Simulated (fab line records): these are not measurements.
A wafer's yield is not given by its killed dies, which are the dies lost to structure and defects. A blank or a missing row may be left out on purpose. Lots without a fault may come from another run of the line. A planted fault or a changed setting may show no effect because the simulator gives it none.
Which tool did it? + flow gf180mcu + Sampling: 13 lots, 39 wafers, 3 of 602 route steps

== WHAT THE GAUGES READ, wafer by wafer ==
GF_POLY_GATE_THK_MEAS_01. Usual: for POLY_GATE_CVD_00_THK the level is 200.2 nm and the standard deviation is 1.7.
| lot  | measured     | on            | POLY_GATE_CVD_00_THK (nm) | flag |
|------|--------------|---------------|---------------------------|------|
| L739 | day 9 07:49  | film metro-04 | 199.6 199.3 200.5         |      |
| L740 | day 9 09:13  | film metro-04 | 196.0 195.7 197.3         |      |
| L741 | day 9 17:52  | film metro-04 | 200.6 200.4 201.5         |      |
| L742 | day 9 20:08  | film metro-04 | 199.4 199.5 198.9         |      |
| L743 | day 9 23:07  | film metro-04 | 197.8 196.8 198.8         |      |
| L747 | day 10 21:20 | film metro-04 | 203.8 202.3 202.7         |      |
| L746 | day 11 01:07 | film metro-04 | 199.5 200.0 198.4         |      |
| L753 | day 12 08:47 | film metro-04 | 200.1 200.3 201.1         |      |
| L755 | day 13 04:01 | film metro-02 | 198.8 200.5 200.9         |      |
| L759 | day 14 05:46 | film metro-04 | 200.6 201.3 200.5         |      |
| L760 | day 14 10:55 | film metro-02 | 199.3 198.7 199.8         |      |
| L761 | day 14 15:40 | film metro-02 | 201.1 200.5 201.3         |      |
| L762 | day 14 22:25 | film metro-02 | 201.7 200.2 199.2         |      |

GF_POLY_GATE_THK_MEAS_17. Usual: for POLY_GATE_OXIDATION_THK the level is 4.01 nm and the standard deviation is 0.073.
| lot  | measured     | on            | POLY_GATE_OXIDATION_THK (nm) | flag |
|------|--------------|---------------|------------------------------|------|
| L739 | day 10 03:06 | film metro-04 | 3.97 3.97 3.88               |      |
| L740 | day 10 04:22 | film metro-04 | 3.95 3.98 4.02               |      |
| L741 | day 10 12:56 | film metro-02 | 3.86 3.92 3.85               |      |
| L742 | day 10 14:37 | film metro-03 | 3.92 3.98 3.92               |      |
| L743 | day 10 18:36 | film metro-02 | 4.01 3.99 4.03               |      |
| L747 | day 11 17:40 | film metro-02 | 3.96 3.93 4.02               |      |
| L746 | day 11 21:16 | film metro-04 | 3.99 4.07 3.97               |      |
| L753 | day 13 08:48 | film metro-04 | 4.01 4.05 3.96               |      |
| L755 | day 14 00:25 | film metro-03 | 4.06 4.11 4.08               |      |
| L759 | day 15 04:41 | film metro-02 | 3.89 4.06 4.02               |      |
| L760 | day 15 09:23 | film metro-02 | 4.10 4.03 4.07               |      |
| L761 | day 15 14:25 | film metro-03 | 4.06 4.02 4.03               |      |
| L762 | day 15 21:47 | film metro-02 | 3.95 4.01 4.01               |      |

== TOOL THAT RAN EACH LOT (tool first, then ch and the chambers of the sampled wafers, then the start) ==
| lot  | GF_POLY_GATE_ETCH_12               |
|------|------------------------------------|
| L739 | rie diel-04 ch 0,1, day 10 00:48   |
| L740 | rie diel-03 ch 0,1,3, day 10 02:24 |
| L741 | rie diel-04 ch 0,1,2, day 10 11:06 |
| L742 | rie diel-03 ch 1,2,3, day 10 13:07 |
| L743 | rie diel-03 ch 1,3, day 10 17:05   |
| L747 | rie diel-04 ch 1,3, day 11 15:18   |
| L746 | rie diel-03 ch 1,2,3, day 11 19:44 |
| L753 | rie diel-04 ch 0,1, day 13 04:12   |
| L755 | rie diel-02 ch 1,2,3, day 13 22:54 |
| L759 | rie diel-02 ch 0,1,3, day 15 03:02 |
| L760 | rie diel-04 ch 0,2,3, day 15 07:52 |
| L761 | rie diel-03 ch 0,1, day 15 12:53   |
| L762 | rie diel-02 ch 0,1,3, day 15 20:17 |
- GF_POLY_GATE_ETCH_12: etches BARC in N2/H2.

== WHAT THE TOOLS THEMSELVES READ (means of the sampled wafers that have a number; where no wafer has one, the mark that the record gives instead) ==
GF_POLY_GATE_ETCH_12. Usual: drypump motor current A 5.4 A, standard deviation 0.32; h2 flow sccm 200.0 sccm, standard deviation 0.59; n2 flow sccm 100.04 sccm, standard deviation 0.27; oes product au 0.735 a.u., standard deviation 0.004; rf fwd power W 496.0 W, standard deviation 2.1; throttle valve pct 13.214 %, standard deviation 0.0092.
| lot  | tool        | drypump motor current A (A) | h2 flow sccm (sccm) | n2 flow sccm (sccm) | oes product au (a.u.) | rf fwd power W (W) | throttle valve pct (%) | flag |
|------|-------------|-----------------------------|---------------------|---------------------|-----------------------|--------------------|------------------------|------|
| L739 | rie diel-04 | 5.6                         | 199.7               | 100.06              | 0.739                 | 497.1              | 13.210                 |      |
| L740 | rie diel-03 | 5.5                         | 200.6               | 99.75               | 0.732                 | 497.8              | 13.217                 |      |
| L741 | rie diel-04 | 5.4                         | 199.9               | 99.72               | 0.733                 | 496.5              | 13.208                 |      |
| L742 | rie diel-03 | 5.3                         | 199.9               | 100.09              | 0.738                 | 497.0              | 13.210                 |      |
| L743 | rie diel-03 | 5.2                         | 200.2               | 100.02              | 0.735                 | 495.3              | 13.210                 |      |
| L747 | rie diel-04 | 5.5                         | 199.5               | 100.12              | 0.733                 | 498.3              | 13.217                 |      |
| L746 | rie diel-03 | 5.3                         | 200.5               | 100.28              | 0.737                 | 470.0              | 13.217                 | OFF  |
| L753 | rie diel-04 | 5.4                         | 200.2               | 100.08              | 0.733                 | 495.0              | 13.212                 |      |
| L755 | rie diel-02 | 5.3                         | 200.1               | 99.67               | 0.733                 | 495.6              | 13.223                 |      |
| L759 | rie diel-02 | 5.5                         | 200.1               | 100.00              | 0.734                 | 496.1              | 13.215                 |      |
| L760 | rie diel-04 | 5.5                         | 200.6               | 100.25              | 0.736                 | 495.2              | 13.226                 |      |
| L761 | rie diel-03 | 5.6                         | 199.9               | 100.11              | 0.733                 | 497.6              | 13.208                 |      |
| L762 | rie diel-02 | 5.6                         | 200.2               | 100.10              | 0.737                 | 493.8              | 13.223                 |      |

== THE ANSWER, worked out from the rows above alone ==
Rule: take the mean of a lot's wafers that have a number; if it is more than 3 standard deviations from the usual mean, the lot is off. Also off: a lot with no number at a reading for which 4 or more lots have one. Any other lot the step has rows for is counted as sound. First the gauges in route order, then the tools' own readings, where a lot's mean is used as printed above. At the first step where some lot is off, the reading lying furthest off is the one used; lots without a number count as furthest.
Off at GF_POLY_GATE_ETCH_12 (rf fwd power W): L746.
If a tool, at that step or one of the process steps before it, ran each lot that is off and ran no sound lot following the first of them, it fits. No candidate that was tried fits.

== WHAT THE SIMULATOR HAD PUT IN ==
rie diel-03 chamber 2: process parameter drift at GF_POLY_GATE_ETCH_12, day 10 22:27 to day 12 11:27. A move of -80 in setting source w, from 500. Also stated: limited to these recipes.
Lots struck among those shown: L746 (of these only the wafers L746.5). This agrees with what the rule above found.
